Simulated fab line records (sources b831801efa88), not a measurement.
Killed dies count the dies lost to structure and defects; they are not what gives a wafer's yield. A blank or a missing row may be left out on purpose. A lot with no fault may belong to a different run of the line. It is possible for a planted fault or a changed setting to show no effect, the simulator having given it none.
Lot-split experiment :: flow sfq_line :: 11 wafers read across 5 lots, on a route 325 steps long

## THE SPLIT
At SFQ_TRILAYER_M0_LITHO_COAT_021 (resist thk 600 nm), the setting spin_rpm was moved away from the recipe's 3000 rpm on 4 of the 11 wafers read, by -5.9% to +3.9%. All remaining wafers had this setting at the recipe value.

## FROM THE SPLIT TO THE READING: what the file shows between them, 3 steps
- SFQ_TRILAYER_M0_LITHO_PEB_024: peb time 60 s (also split here: peb_time_s)
- SFQ_TRILAYER_M0_LITHO_DEVELOP_023: time 60 s
- SFQ_TRILAYER_M0_BARC_OPEN_METAL_ETCH_031: etches BARC in O2, target depth 125 nm, time 41.7 s

## THE READING
KrF_of_TRILAYER_M0_LITHO_COAT_021.thk_nm (the simulator's own value, which no gauge read), in nm, at SFQ_TRILAYER_M0_ETCH_METAL_ETCH_024 (etches Nb in Cl2/Ar, stops on SiO2, target depth 240 nm, time 120 s). The file does not state a usual value for it. Average 381.8 nm, standard deviation 2.4 nm, over the 7 wafers here run with the recipe.

wafer: L074.1
tool, chamber at the split: litho_track-04, 0
spin_rpm as run, rpm: 3000
against the recipe: recipe
KrF_of_TRILAYER_M0_LITHO_COAT_021.thk_nm, nm: 384.4
against lot-mates on the recipe: -

wafer: L074.2
tool, chamber at the split: litho_track-04, 0
spin_rpm as run, rpm: 3000
against the recipe: recipe
KrF_of_TRILAYER_M0_LITHO_COAT_021.thk_nm, nm: 383.8
against lot-mates on the recipe: -

wafer: L074.6
tool, chamber at the split: litho_track-04, 0
spin_rpm as run, rpm: 3000
against the recipe: recipe
KrF_of_TRILAYER_M0_LITHO_COAT_021.thk_nm, nm: 382.8
against lot-mates on the recipe: -

wafer: L075.1
tool, chamber at the split: litho_track-02, 0
spin_rpm as run, rpm: 3000
against the recipe: recipe
KrF_of_TRILAYER_M0_LITHO_COAT_021.thk_nm, nm: 384.1
against lot-mates on the recipe: -

wafer: L075.3
tool, chamber at the split: litho_track-02, 0
spin_rpm as run, rpm: 2822
against the recipe: -5.9%
KrF_of_TRILAYER_M0_LITHO_COAT_021.thk_nm, nm: 401.7
against lot-mates on the recipe: +17.6

wafer: L077.5
tool, chamber at the split: litho_track-01, 0
spin_rpm as run, rpm: 3000
against the recipe: recipe
KrF_of_TRILAYER_M0_LITHO_COAT_021.thk_nm, nm: 380.4
against lot-mates on the recipe: -

wafer: L077.6
tool, chamber at the split: litho_track-01, 0
spin_rpm as run, rpm: 3096
against the recipe: +3.2%
KrF_of_TRILAYER_M0_LITHO_COAT_021.thk_nm, nm: 370
against lot-mates on the recipe: -10.4

wafer: L078.2
tool, chamber at the split: litho_track-02, 0
spin_rpm as run, rpm: 3117
against the recipe: +3.9%
KrF_of_TRILAYER_M0_LITHO_COAT_021.thk_nm, nm: 371.3
against lot-mates on the recipe: no lot-mate on the recipe

wafer: L078.4
tool, chamber at the split: litho_track-02, 0
spin_rpm as run, rpm: 3117
against the recipe: +3.9%
KrF_of_TRILAYER_M0_LITHO_COAT_021.thk_nm, nm: 370.5
against lot-mates on the recipe: no lot-mate on the recipe

wafer: L080.1
tool, chamber at the split: litho_track-02, 0
spin_rpm as run, rpm: 3000
against the recipe: recipe
KrF_of_TRILAYER_M0_LITHO_COAT_021.thk_nm, nm: 379.2
against lot-mates on the recipe: -

wafer: L080.5
tool, chamber at the split: litho_track-02, 0
spin_rpm as run, rpm: 3000
against the recipe: recipe
KrF_of_TRILAYER_M0_LITHO_COAT_021.thk_nm, nm: 378.2
against lot-mates on the recipe: -

FIT RESULTS
A straight line over all 11 wafers: KrF_of_TRILAYER_M0_LITHO_COAT_021.thk_nm changes by -3.19 nm for each +1% of spin_rpm; r = -0.97; the points scatter about the line by 2.3 nm.
The same after taking each lot's own level away (the mean of its wafers on the recipe; 9 wafers): -3.04 nm for each +1%; r = -1.00; scatter 0.57 nm.
Per that fit: largest spin_rpm move, reading shift of 18 nm.
Measured against the standard deviation above, the lots' own levels, which go from 378.70 to 384.10 nm, span 2.3 times it.
So the lot-to-lot level changes the slope little: the two slopes agree.
Check: +19.3 nm against its lot-mates is what the line predicts for one of the wafers moved furthest among these (-5.9%) when that wafer is left out of the fit. It came out at +17.6 nm against them.

## OTHER SPLITS ON THESE WAFERS
These wafers also went through other splits before the reading. Each is held against what the fit with the lots' levels taken away leaves over:
other split on the same wafers: SFQ_TRILAYER_L0_DEP_SPUTTER_003 power_w
wafers away from the commonest value: 2
r with KrF_of_TRILAYER_M0_LITHO_COAT_021.thk_nm (lot level and that fit taken away): -0.04

other split on the same wafers: SFQ_TRILAYER_L0_LITHO_COAT_005 resist_thk_nm
wafers away from the commonest value: 3
r with KrF_of_TRILAYER_M0_LITHO_COAT_021.thk_nm (lot level and that fit taken away): -0.35

other split on the same wafers: SFQ_TRILAYER_L0_VIA_LITHO_COAT_018 resist_thk_nm
wafers away from the commonest value: 2
r with KrF_of_TRILAYER_M0_LITHO_COAT_021.thk_nm (lot level and that fit taken away): +0.09

other split on the same wafers: SFQ_TRILAYER_M0_DEP_SPUTTER_019 time_s
wafers away from the commonest value: 0
r with KrF_of_TRILAYER_M0_LITHO_COAT_021.thk_nm (lot level and that fit taken away): -

other split on the same wafers: SFQ_TRILAYER_M0_LITHO_PEB_024 peb_time_s
wafers away from the commonest value: 1
r with KrF_of_TRILAYER_M0_LITHO_COAT_021.thk_nm (lot level and that fit taken away): +0.39

## THE WHOLE CHAIN: every reading that the file lists as answering this split, in the file's order
step: SFQ_TRILAYER_M0_LITHO_COAT_021
what it does: resist thk 600 nm
reading: KrF_of_TRILAYER_M0_LITHO_COAT_021.thk_nm (the simulator's own value, which no gauge read)
change (the file's fit): -3.17 nm for each +1% of the setting
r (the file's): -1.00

step: SFQ_TRILAYER_M0_ETCH_METAL_ETCH_024
what it does: etches Nb in Cl2/Ar, stops on SiO2, target depth 240 nm, time 120 s
reading: KrF_of_TRILAYER_M0_LITHO_COAT_021.thk_nm (the simulator's own value, which no gauge read)
change (the file's fit): -3.04 nm for each +1% of the setting
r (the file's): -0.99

## THE FILE'S OWN FIT
KrF_of_TRILAYER_M0_LITHO_COAT_021.thk_nm changes by -3.04 nm for each +1% of spin_rpm, r = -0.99.
